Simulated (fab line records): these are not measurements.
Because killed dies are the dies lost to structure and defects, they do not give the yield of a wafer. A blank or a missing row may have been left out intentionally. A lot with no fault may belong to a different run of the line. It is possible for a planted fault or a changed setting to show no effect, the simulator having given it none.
Struck lot and sound lot, side by side	flow sky130	14 out of 708 route steps
Sound: the wafers L539.2, L539.5, L539.6. Wafers struck: L541.3, L541.4, L541.6. At the end, the cause is stated.
Each step with rows lists, per side, the tool, then ch with its chambers, then its first start. Under that, the readings that differ: sound wafers	struck wafers	difference of the means	sigmas: that difference in standard deviations of wafers without a fault.
alike: same words and numbers on both sides, and readings whose means sit less than 2 such deviations apart. not compared: any withheld reading, any reading some wafer has no value for, any bound like >300 that may hide the same value, and any number with overlapping values for which the record gives no deviation.
A row with sigmas, a row that says differs or no value, or rows on one side alone: a step with any of these is where the two part. Numbers that don't overlap but have no deviation are shown without sigmas and don't part them. A reading missing from all wafers of one side parts the sides only when that side holds two or more wafers.

first, 1 step without rows for these wafers: SKY_NWELL_DEVELOP_09 (develop time 60 s).
SKY_NWELL_OVL_MEAS_10:
  sound on overlay-01, day 6 04:19; struck on overlay-01, day 6 21:22
  alike: NWELL_00_OVL
then, 3 steps without rows for these wafers: SKY_NWELL_IMPLANT_11; SKY_NWELL_IMPLANT_12; SKY_NWELL_IMPLANT_13.
SKY_NWELL_STRIP_14: strips in O2/N2.
  sound on plasma-asher-02 ch 0,1, day 6 04:48; struck on plasma-asher-04 ch 0,1, day 6 21:53
reading	sound	struck	difference	sigmas
drypump-motor-current-A (A)	5.72 5.74 5.37	5.19 5.22 5.20	-0.41	-2
  alike: o2-flow-sccm, oes-product-au, strip-time-to-endpoint-s
  not compared: rf-hours-counter-h
SKY_NWELL_TW_MEAS_15:
  sound on film-metro-02, day 6 04:55; struck on film-metro-02, day 6 21:58
  alike: NWELL_TW
then, 5 steps without rows for these wafers: SKY_NWELL_DEHYDRATE_16 (time 60 s); SKY_NWELL_HMDS_17 (prime time 60 s); SKY_NWELL_COAT_18 (resist thk 3000 nm); SKY_NWELL_SOFTBAKE_19; SKY_NWELL_EXPOSE_20 (exposes mask NWM COMPLEMENT, target cd 840 nm).
SKY_NWELL_PEB_21:
  sound on litho-track-02 ch 0, day 7 00:00; struck on litho-track-01, day 7 17:00
  no value came back on the struck wafers for chill-plate-temp-C (C), exhaust-pa (Pa); on the sound wafers chill-plate-temp-C (C) reads 23.08 23.25 23.17
then, 1 step without rows for these wafers: SKY_NWELL_DEVELOP_22 (develop time 60 s).

## WHERE THEY PART
Earliest at SKY_NWELL_STRIP_14; latest, in this record, at SKY_NWELL_PEB_21.

WHY: what the simulator had put in
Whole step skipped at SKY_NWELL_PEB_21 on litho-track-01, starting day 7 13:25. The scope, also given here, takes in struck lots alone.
